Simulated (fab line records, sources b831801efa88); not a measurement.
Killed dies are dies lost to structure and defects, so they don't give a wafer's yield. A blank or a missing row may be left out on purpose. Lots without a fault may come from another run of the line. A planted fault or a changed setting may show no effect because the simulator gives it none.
fab line records | flow sky130 | part 1 of 2: steps 1 to 25 of 35
record lots=5 wafers=15 last_day=50
route steps=708 shown VT_ADJUST_LVTN@100 VT_ADJUST_NCORE@119 VT_ADJUST_HVTR@131
lots that met no fault: from a run of the same line without faults
start_h: hours from the record's first day to the start of the lot's first wafer shown | wait_h: hours since the lot's step before | " the same as in the row above | L1.1+2: a row that stands for several wafers | - no value, or no start given | * or withheld: withheld | < > ~ a bound
route shown NAME@n: a module of which the file shows steps, and the number in the route of the first | usual: mean/standard deviation of fault-free wafers | same: alike in all rows | chamber/n: place in a boat | sites: the reading at each site | _std_site: their standard deviation | _edge_site: outer sites' mean less inner sites' | radius_mm: how far each site lies from the wafer's centre | mask NAME#n: copy n | behind: the tool/chamber that last shaped the wafer | hold: why the lot was held/for how many hours/how that ended | device: the transistor (n, p or np) that didn't switch | end of line: the same wafers' tests at the end of the route | a step without rows: its recipe alone | killed: dies lost to structure and defects at the first sort, not the wafer's yield | map: a wafer's dies, x killed, . not, _ none there
set.NAME: the setting as run; set.NAME@STEP: as run at that earlier step | model.NAME: the simulator's own value behind a step, which no gauge read
lots at some steps of the route; a table a step, a row a wafer
services: from which hour (start_h, from the record's first day; less than 0 if before it) a tool's chamber was out of use, for how many hours, and why
## steps
# step SKY_VT_ADJUST_LVTN_SOFTBAKE_03
# recipe temp_c=110 time_s=withheld
# usual chill_plate_temp_C=22.99/0.11
# columns lot.wafer tool chamber start_h wait_h chill_plate_temp_C
L074.1 litho_track-02 0 143.94 0.1 22.99
L074.2 " 0 " " 22.91
L074.5 " 0 " " 22.95
L076.1 litho_track-04 0 151.81 0.1 22.86
L076.2 " 0 " " 22.88
L076.6 " 0 " " 22.93
L081.4 litho_track-04 0 180.51 0.1 22.96
L081.5 " 0 " " 22.88
L081.6 " 0 " " 23.05
L092.2 litho_track-01 0 244.37 0.1 22.90
L092.3 " 0 " " 23.00
L092.4 " 0 " " 22.96
L095.1 litho_track-02 0 266.64 0.1 23.01
L095.3 " 0 " " 22.81
L095.6 " 0 " " 22.93
# step SKY_VT_ADJUST_LVTN_EXPOSE_04
# recipe mask_id=NWM_COMPLEMENT_LESS_NATIVE na=0.6 source_shape=conventional sigma_outer=0.6 polarization=unpolarized target_cd_nm=840 dose_mj=194
# columns lot.wafer tool chamber start_h wait_h mask
L074.1+2+5 iline_stepper-01 0 - - NWM_COMPLEMENT_LESS_NATIVE#0
L076.1+2+6 iline_stepper-01 0 - - NWM_COMPLEMENT_LESS_NATIVE#0
L081.4+5+6 iline_stepper-01 0 - - NWM_COMPLEMENT_LESS_NATIVE#0
L092.2+3+4 iline_stepper-01 0 - - NWM_COMPLEMENT_LESS_NATIVE#0
L095.1+3+6 iline_stepper-02 0 - - NWM_COMPLEMENT_LESS_NATIVE#0
# step SKY_VT_ADJUST_LVTN_PEB_05
# recipe temp_c=115 time_s=withheld
# usual chill_plate_temp_C=23.01/0.1
# columns lot.wafer tool chamber start_h wait_h chill_plate_temp_C
L074.1 litho_track-02 0 - - 23.06
L074.2 " 0 " " 22.99
L074.5 " 0 " " 23.14
L076.1 litho_track-01 0 - - 23.08
L076.2 " 0 " " 23.04
L076.6 " 0 " " 23.04
L081.4 litho_track-04 0 - - 22.92
L081.5 " 0 " " 22.90
L081.6 " 0 " " 23.00
L092.2 litho_track-01 0 - - 23.13
L092.3 " 0 " " 23.01
L092.4 " 0 " " 23.08
L095.1 litho_track-01 0 - - 23.21
L095.3 " 0 " " 22.81
L095.6 " 0 " " 23.03
# step SKY_VT_ADJUST_LVTN_DEVELOP_06
# recipe wall_angle_deg=90 developer=TMAH develop_time_s=60 dev_temp_c=23
# usual chill_plate_temp_C=22.98/0.096
# columns lot.wafer tool chamber start_h wait_h chill_plate_temp_C
L074.1 litho_track-02 0 - - 22.89
L074.2 " 0 " " 22.97
L074.5 " 0 " " 23.01
L076.1 litho_track-01 0 - - 22.95
L076.2 " 0 " " 22.98
L076.6 " 0 " " 22.80
L081.4 litho_track-04 0 - - 23.19
L081.5 " 0 " " 22.97
L081.6 " 0 " " 23.02
L092.2 litho_track-01 0 - - 22.96
L092.3 " 0 " " 22.95
L092.4 " 0 " " 23.01
L095.1 litho_track-01 0 - - 23.01
L095.3 " 0 " " 22.86
L095.6 " 0 " " 22.95
# step SKY_VT_ADJUST_LVTN_OVL_MEAS_07
# usual VT_ADJUST_LVTN_OVL=0.9/1.5
# columns lot.wafer tool chamber start_h wait_h VT_ADJUST_LVTN_OVL[nm]
L074.1 overlay-01 - 153.64 - 1.4
L074.2 " - " " 2.0
L074.5 " - " " 1.0
L076.1 overlay-01 - 161.44 - 2.0
L076.2 " - " " 2.6
L076.6 " - " " 1.6
L081.4 overlay-01 - 189.93 - 1.3
L081.5 " - " " 2.2
L081.6 " - " " 2.1
L092.2 overlay-01 - 256.85 - 2.1
L092.3 " - " " 3.9
L092.4 " - " " 1.4
L095.1 overlay-02 - 279.24 - 1.3
L095.3 " - " " -0.3
L095.6 " - " " -1.4
# step SKY_VT_ADJUST_LVTN_IMPLANT_08
# recipe species=B energy_kev=30 dose_cm2=1.57e+12 tilt_deg=withheld
# usual dose_ions_cm2=1.5698e+12/1.3e+09
# columns lot.wafer tool chamber start_h wait_h dose_ions_cm2
L074.1 implanter-03 0 153.67 0.0 1.5708e+12
L074.2 " 0 " " 1.5692e+12
L074.5 " 0 " " 1.5705e+12
L076.1 implanter-01 0 161.48 0.0 1.567e+12
L076.2 " 0 " " 1.5692e+12
L076.6 " 0 " " 1.5709e+12
L081.4 implanter-03 0 190.02 0.1 1.5701e+12
L081.5 " 0 " " 1.5692e+12
L081.6 " 0 " " 1.572e+12
L092.2 implanter-03 0 256.90 0.0 1.5703e+12
L092.3 " 0 " " 1.5685e+12
L092.4 " 0 " " 1.5679e+12
L095.1 implanter-02 0 279.28 0.0 1.5733e+12
L095.3 " 0 " " 1.5713e+12
L095.6 " 0 " " 1.5699e+12
# step SKY_VT_ADJUST_LVTN_STRIP_09
# recipe chemistry=O2/N2 power_w=1400 pressure_mtorr=1500 platen_temp_c=withheld o2_flow_sccm=3000 n2_flow_sccm=300 overash_fraction=0.5
# usual drypump_motor_current_A=5.8/0.34 oes_product_au=0.723/0.0049 strip_time_to_endpoint_s=36.94/0.1
# columns lot.wafer tool chamber start_h wait_h drypump_motor_current_A oes_product_au rf_hours_counter_h strip_time_to_endpoint_s
L074.1 plasma_asher-03 1 153.82 0.1 5.3 0.706 50 37.06
L074.2 " 0 " " 6.1 0.732 50 37.09
L074.5 " 1 " " 5.3 0.731 - 37.05
L076.1 plasma_asher-03 0 161.63 0.1 6.1 0.720 50 37.05
L076.2 " 1 " " 5.3 0.730 50 36.97
L076.6 " 1 " " 5.3 0.725 - 37.09
L081.4 plasma_asher-03 1 190.13 0.1 5.3 0.715 - 36.86
L081.5 " 1 " " 5.3 0.718 - 36.93
L081.6 " 0 " " 6.1 0.722 - 36.85
L092.2 plasma_asher-03 1 257.03 0.1 5.3 0.722 59 36.88
L092.3 " 1 " " 5.3 0.729 - 37.03
L092.4 " 0 " " 6.1 0.726 - 36.91
L095.1 plasma_asher-03 1 279.43 0.1 5.3 0.716 62 36.88
L095.3 " 0 " " 6.1 0.726 - 36.93
L095.6 " 0 " " 6.1 0.723 - 36.97
# step SKY_VT_ADJUST_LVTN_TW_MEAS_10
# usual VT_ADJUST_LVTN_TW=242.1/1.6
# columns lot.wafer tool chamber start_h wait_h VT_ADJUST_LVTN_TW
L074.1 film_metro-03 - 153.92 0.1 242.0
L074.2 " - " " 240.7
L074.5 " - " " 240.6
L076.1 film_metro-02 - 161.73 0.1 239.5
L076.2 " - " " 238.3
L076.6 " - " " 238.1
L081.4 film_metro-03 - 190.23 0.1 244.1
L081.5 " - " " 242.7
L081.6 " - " " 244.6
L092.2 film_metro-02 - 257.14 0.1 238.2
L092.3 " - " " 238.6
L092.4 " - " " 240.5
L095.1 film_metro-03 - 279.53 0.1 241.6
L095.3 " - " " 244.3
L095.6 " - " " 241.8
# step SKY_VT_ADJUST_LVTN_DEHYDRATE_11
# recipe temp_c=200 time_s=60
# usual chill_plate_temp_C=22.99/0.11
# columns lot.wafer tool chamber start_h wait_h chill_plate_temp_C
L074.1 litho_track-02 0 163.84 9.9 22.87
L074.2 " 0 " " 22.91
L074.5 " 0 " " 23.00
L076.1 litho_track-02 0 170.39 8.6 22.82
L076.2 " 0 " " 23.00
L076.6 " 0 " " 22.92
L081.4 litho_track-01 0 201.07 10.8 22.81
L081.5 " 0 " " 22.93
L081.6 " 0 " " 22.91
L092.2 litho_track-02 0 267.46 10.3 22.76
L092.3 " 0 " " 22.95
L092.4 " 0 " " 22.92
L095.1 litho_track-04 0 290.81 11.3 23.06
L095.3 " 0 " " 23.16
L095.6 " 0 " " 23.24
# step SKY_VT_ADJUST_LVTN_HMDS_12
# recipe prime_time_s=60 prime_temp_c=120
# usual chill_plate_temp_C=23.02/0.1
# columns lot.wafer tool chamber start_h wait_h chill_plate_temp_C
L074.1 litho_track-02 0 163.99 0.1 22.87
L074.2 " 0 " " 23.02
L074.5 " 0 " " 23.02
L076.1 litho_track-02 0 170.54 0.1 22.88
L076.2 " 0 " " 22.98
L076.6 " 0 " " 22.77
L081.4 litho_track-01 0 201.22 0.1 22.91
L081.5 " 0 " " 22.93
L081.6 " 0 " " 22.78
L092.2 litho_track-02 0 267.61 0.1 22.95
L092.3 " 0 " " 23.04
L092.4 " 0 " " 23.00
L095.1 litho_track-04 0 290.96 0.1 22.81
L095.3 " 0 " " 23.03
L095.6 " 0 " " 23.01
# step SKY_VT_ADJUST_LVTN_COAT_13
# recipe resist=NOVOLAK spin_rpm=3000 resist_thk_nm=1140
# usual chill_plate_temp_C=23.00/0.11
# columns lot.wafer tool chamber start_h wait_h chill_plate_temp_C
L074.1 litho_track-02 0 164.14 0.1 23.13
L074.2 " 0 " " 23.00
L074.5 " 0 " " 23.24
L076.1 litho_track-02 0 170.69 0.1 23.00
L076.2 " 0 " " 23.13
L076.6 " 0 " " 22.96
L081.4 litho_track-01 0 201.37 0.1 22.95
L081.5 " 0 " " 23.11
L081.6 " 0 " " 23.15
L092.2 litho_track-02 0 267.76 0.1 22.94
L092.3 " 0 " " 22.94
L092.4 " 0 " " 22.92
L095.1 litho_track-04 0 291.11 0.1 22.95
L095.3 " 0 " " 23.15
L095.6 " 0 " " 22.88
# step SKY_VT_ADJUST_LVTN_SOFTBAKE_14
# recipe temp_c=90 time_s=60 resist=NOVOLAK
# usual chill_plate_temp_C=22.99/0.098
# columns lot.wafer tool chamber start_h wait_h chill_plate_temp_C
L074.1 litho_track-02 0 164.29 0.1 23.00
L074.2 " 0 " " 23.02
L074.5 " 0 " " 22.94
L076.1 litho_track-02 0 170.84 0.1 23.10
L076.2 " 0 " " 23.09
L076.6 " 0 " " 23.03
L081.4 litho_track-01 0 201.52 0.1 22.95
L081.5 " 0 " " 23.00
L081.6 " 0 " " 23.01
L092.2 litho_track-02 0 267.91 0.1 22.99
L092.3 " 0 " " 22.93
L092.4 " 0 " " 22.91
L095.1 litho_track-04 0 291.26 0.1 23.04
L095.3 " 0 " " 23.02
L095.6 " 0 " " 22.99
# step SKY_VT_ADJUST_LVTN_EXPOSE_15
# recipe mask_id=HVN_STD_DERIVED na=0.6 source_shape=conventional sigma_outer=0.6 polarization=unpolarized target_cd_nm=600 dose_mj=163
# columns lot.wafer tool chamber start_h wait_h mask
L074.1+2+5 iline_stepper-02 0 - - HVN_STD_DERIVED#0
L076.1+2+6 iline_stepper-01 0 - - HVN_STD_DERIVED#0
L081.4+5+6 iline_stepper-01 0 - - HVN_STD_DERIVED#0
L092.2+3+4 iline_stepper-01 0 - - HVN_STD_DERIVED#0
L095.1+3+6 iline_stepper-01 0 - - HVN_STD_DERIVED#0
# step SKY_VT_ADJUST_LVTN_PEB_16
# recipe temp_c=withheld time_s=* resist=NOVOLAK
# usual chill_plate_temp_C=*
# columns lot.wafer tool chamber start_h wait_h chill_plate_temp_C
L074.1 litho_track-01 0 - - *
L074.2 " 0 " " *
L074.5 " 0 " " *
L076.1 litho_track-04 0 - - *
L076.2 " 0 " " *
L076.6 " 0 " " *
L081.4 litho_track-01 0 - - *
L081.5 " 0 " " *
L081.6 " 0 " " *
L092.2 litho_track-04 0 - - *
L092.3 " 0 " " *
L092.4 " 0 " " *
L095.1 litho_track-01 0 - - *
L095.3 " 0 " " *
L095.6 " 0 " " *
# step SKY_VT_ADJUST_LVTN_DEVELOP_17
# recipe resist=NOVOLAK developer=TMAH develop_time_s=60 dev_temp_c=23
# usual chill_plate_temp_C=23.01/0.098
# columns lot.wafer tool chamber start_h wait_h chill_plate_temp_C
L074.1 litho_track-01 0 173.74 0.1 23.16
L074.2 " 0 " " 23.25
L074.5 " 0 " " 23.12
L076.1 litho_track-04 0 182.06 0.1 23.20
L076.2 " 0 " " 23.03
L076.6 " 0 " " 23.08
L081.4 litho_track-01 0 211.37 0.1 22.84
L081.5 " 0 " " 22.86
L081.6 " 0 " " 22.87
L092.2 litho_track-04 0 280.73 0.1 23.11
L092.3 " 0 " " 23.05
L092.4 " 0 " " 23.02
L095.1 litho_track-01 0 304.54 0.1 23.03
L095.3 " 0 " " 22.97
L095.6 " 0 " " 23.19
# step SKY_VT_ADJUST_LVTN_OVL_MEAS_18
# usual VT_ADJUST_LVTN_01_OVL=0.8/1.4
# columns lot.wafer tool chamber start_h wait_h VT_ADJUST_LVTN_01_OVL[nm]
L074.1 overlay-01 - 173.89 0.1 0.0
L074.2 " - " " -0.7
L074.5 " - " " 0.2
L076.1 overlay-02 - 182.21 0.1 0.9
L076.2 " - " " 2.6
L076.6 " - " " 2.0
L081.4 overlay-02 - 211.46 0.1 -0.7
L081.5 " - " " 2.5
L081.6 " - " " 1.6
L092.2 overlay-01 - 280.87 0.1 0.2
L092.3 " - " " 1.6
L092.4 " - " " 2.2
L095.1 overlay-02 - 304.69 0.1 2.0
L095.3 " - " " 4.2
L095.6 " - " " 3.0
# step SKY_VT_ADJUST_LVTN_IMPLANT_19
# recipe species=B energy_kev=30 dose_cm2=6.5e+11 tilt_deg=withheld
# usual dose_ions_cm2=6.5e+11/7.4e+08
# columns lot.wafer tool chamber start_h wait_h dose_ions_cm2
L074.1 implanter-01 0 173.93 0.0 6.506e+11
L074.2 " 0 " " 6.488e+11
L074.5 " 0 " " 6.507e+11
L076.1 implanter-03 0 182.25 0.0 6.496e+11
L076.2 " 0 " " 6.48e+11
L076.6 " 0 " " 6.492e+11
L081.4 implanter-03 0 211.55 0.1 6.496e+11
L081.5 " 0 " " 6.494e+11
L081.6 " 0 " " 6.491e+11
L092.2 implanter-02 0 280.92 0.0 6.497e+11
L092.3 " 0 " " 6.501e+11
L092.4 " 0 " " 6.506e+11
L095.1 implanter-03 0 304.73 0.0 6.497e+11
L095.3 " 0 " " 6.499e+11
L095.6 " 0 " " 6.502e+11
# step SKY_VT_ADJUST_LVTN_STRIP_20
# recipe chemistry=O2/N2 power_w=1400 pressure_mtorr=1500 platen_temp_c=withheld o2_flow_sccm=3000 n2_flow_sccm=300 overash_fraction=0.5
# usual drypump_motor_current_A=5.89/0.29 oes_product_au=0.715/0.0045 strip_time_to_endpoint_s=14.19/0.04
# columns lot.wafer tool chamber start_h wait_h drypump_motor_current_A oes_product_au rf_hours_counter_h strip_time_to_endpoint_s
L074.1 plasma_asher-01 1 174.08 0.1 6.23 0.709 49 14.13
L074.2 " 0 " " 5.90 0.713 49 14.17
L074.5 " 0 " " 5.90 0.722 - 14.16
L076.1 plasma_asher-01 1 182.40 0.1 6.20 0.713 50 14.23
L076.2 " 0 " " 5.92 0.711 50 14.21
L076.6 " 1 " " 6.20 0.713 - 14.23
L081.4 plasma_asher-01 1 211.66 0.1 6.22 0.712 - 14.18
L081.5 " 0 " " 5.92 0.716 - 14.13
L081.6 " 1 " " 6.22 0.713 - 14.18
L092.2 plasma_asher-04 1 281.05 0.1 6.06 0.710 47 14.25
L092.3 " 1 " " 6.06 0.709 - 14.26
L092.4 " 0 " " 5.77 0.718 - 14.24
L095.1 plasma_asher-01 1 304.88 0.1 6.20 0.727 60 14.20
L095.3 " 0 " " 5.92 0.714 - 14.20
L095.6 " 1 " " 6.23 0.715 - 14.18
# step SKY_VT_ADJUST_LVTN_TW_MEAS_21
# usual VT_ADJUST_LVTN_2_TW=187.9/1.5
# columns lot.wafer tool chamber start_h wait_h VT_ADJUST_LVTN_2_TW
L074.1 film_metro-01 - 174.18 0.1 188.8
L074.2 " - " " 189.0
L074.5 " - " " 189.0
L076.1 film_metro-03 - 182.50 0.1 188.7
L076.2 " - " " 189.7
L076.6 " - " " 190.8
L081.4 film_metro-02 - 211.76 0.1 186.0
L081.5 " - " " 185.6
L081.6 " - " " 186.1
L092.2 film_metro-02 - 281.16 0.1 188.2
L092.3 " - " " 186.1
L092.4 " - " " 187.1
L095.1 film_metro-01 - 304.98 0.1 188.6
L095.3 " - " " 188.4
L095.6 " - " " 188.5
# step SKY_VT_ADJUST_NCORE_DEHYDRATE_00
# recipe temp_c=200 time_s=60
# usual chill_plate_temp_C=22.98/0.095
# columns lot.wafer tool chamber start_h wait_h chill_plate_temp_C
L074.1 litho_track-04 0 184.66 10.5 23.05
L074.2 " 0 " " 23.11
L074.5 " 0 " " 23.07
L076.1 litho_track-01 0 191.39 8.9 23.03
L076.2 " 0 " " 23.04
L076.6 " 0 " " 22.88
L081.4 litho_track-01 0 222.87 11.1 22.97
L081.5 " 0 " " 23.11
L081.6 " 0 " " 22.93
L092.2 litho_track-04 0 292.23 11.1 23.04
L092.3 " 0 " " 23.01
L092.4 " 0 " " 22.90
L095.1 litho_track-03 0 317.35 12.4 22.89
L095.3 " 0 " " 22.79
L095.6 " 0 " " 22.86
# step SKY_VT_ADJUST_NCORE_HMDS_01
# recipe prime_time_s=60 prime_temp_c=120
# usual chill_plate_temp_C=23.01/0.12
# columns lot.wafer tool chamber start_h wait_h chill_plate_temp_C
L074.1 litho_track-04 0 184.81 0.1 23.02
L074.2 " 0 " " 23.05
L074.5 " 0 " " 22.85
L076.1 litho_track-01 0 191.54 0.1 22.95
L076.2 " 0 " " 23.10
L076.6 " 0 " " 22.85
L081.4 litho_track-01 0 223.02 0.1 22.96
L081.5 " 0 " " 22.94
L081.6 " 0 " " 23.02
L092.2 litho_track-04 0 292.38 0.1 22.98
L092.3 " 0 " " 23.03
L092.4 " 0 " " 22.99
L095.1 litho_track-03 0 317.50 0.1 22.93
L095.3 " 0 " " 22.76
L095.6 " 0 " " 22.94
# step SKY_VT_ADJUST_NCORE_COAT_02
# recipe resist=NOVOLAK spin_rpm=3000 resist_thk_nm=1140
# usual chill_plate_temp_C=23.02/0.1
# columns lot.wafer tool chamber start_h wait_h chill_plate_temp_C
L074.1 litho_track-04 0 184.96 0.1 23.08
L074.2 " 0 " " 23.01
L074.5 " 0 " " 23.07
L076.1 litho_track-01 0 191.69 0.1 23.07
L076.2 " 0 " " 22.92
L076.6 " 0 " " 23.13
L081.4 litho_track-01 0 223.17 0.1 22.92
L081.5 " 0 " " 23.14
L081.6 " 0 " " 23.06
L092.2 litho_track-04 0 292.53 0.1 23.06
L092.3 " 0 " " 23.13
L092.4 " 0 " " 23.13
L095.1 litho_track-03 0 317.65 0.1 23.12
L095.3 " 0 " " 23.30
L095.6 " 0 " " 23.14
# step SKY_VT_ADJUST_NCORE_SOFTBAKE_03
# recipe temp_c=90 time_s=60 resist=NOVOLAK
# usual chill_plate_temp_C=23.00/0.099
# columns lot.wafer tool chamber start_h wait_h chill_plate_temp_C
L074.1 litho_track-04 0 185.11 0.1 23.06
L074.2 " 0 " " 22.93
L074.5 " 0 " " 22.81
L076.1 litho_track-01 0 191.84 0.1 23.09
L076.2 " 0 " " 23.08
L076.6 " 0 " " 23.17
L081.4 litho_track-01 0 223.32 0.1 23.04
L081.5 " 0 " " 23.12
L081.6 " 0 " " 23.07
L092.2 litho_track-04 0 292.68 0.1 22.89
L092.3 " 0 " " 22.92
L092.4 " 0 " " 23.07
L095.1 litho_track-03 0 317.80 0.1 23.05
L095.3 " 0 " " 23.04
L095.6 " 0 " " 23.03
# step SKY_VT_ADJUST_NCORE_EXPOSE_04
# recipe mask_id=LVTN_COMPLEMENT_THIN na=0.6 source_shape=conventional sigma_outer=0.6 polarization=unpolarized target_cd_nm=380 dose_mj=139
# columns lot.wafer tool chamber start_h wait_h mask
L074.1+2+5 iline_stepper-02 0 - - LVTN_COMPLEMENT_THIN#0
L076.1+2+6 iline_stepper-02 0 - - LVTN_COMPLEMENT_THIN#0
L081.4+5+6 iline_stepper-02 0 - - LVTN_COMPLEMENT_THIN#0
L092.2+3+4 iline_stepper-01 0 - - LVTN_COMPLEMENT_THIN#0
L095.1+3+6 iline_stepper-02 0 - - LVTN_COMPLEMENT_THIN#0
# step SKY_VT_ADJUST_NCORE_PEB_05
# recipe temp_c=withheld time_s=* resist=NOVOLAK
# usual chill_plate_temp_C=*
# columns lot.wafer tool chamber start_h wait_h chill_plate_temp_C
L074.1 litho_track-04 0 - - *
L074.2 " 0 " " *
L074.5 " 0 " " *
L076.1 litho_track-01 0 - - *
L076.2 " 0 " " *
L076.6 " 0 " " *
L081.4 litho_track-01 0 - - *
L081.5 " 0 " " *
L081.6 " 0 " " *
L092.2 litho_track-01 0 - - *
L092.3 " 0 " " *
L092.4 " 0 " " *
L095.1 litho_track-04 0 - - *
L095.3 " 0 " " *
L095.6 " 0 " " *
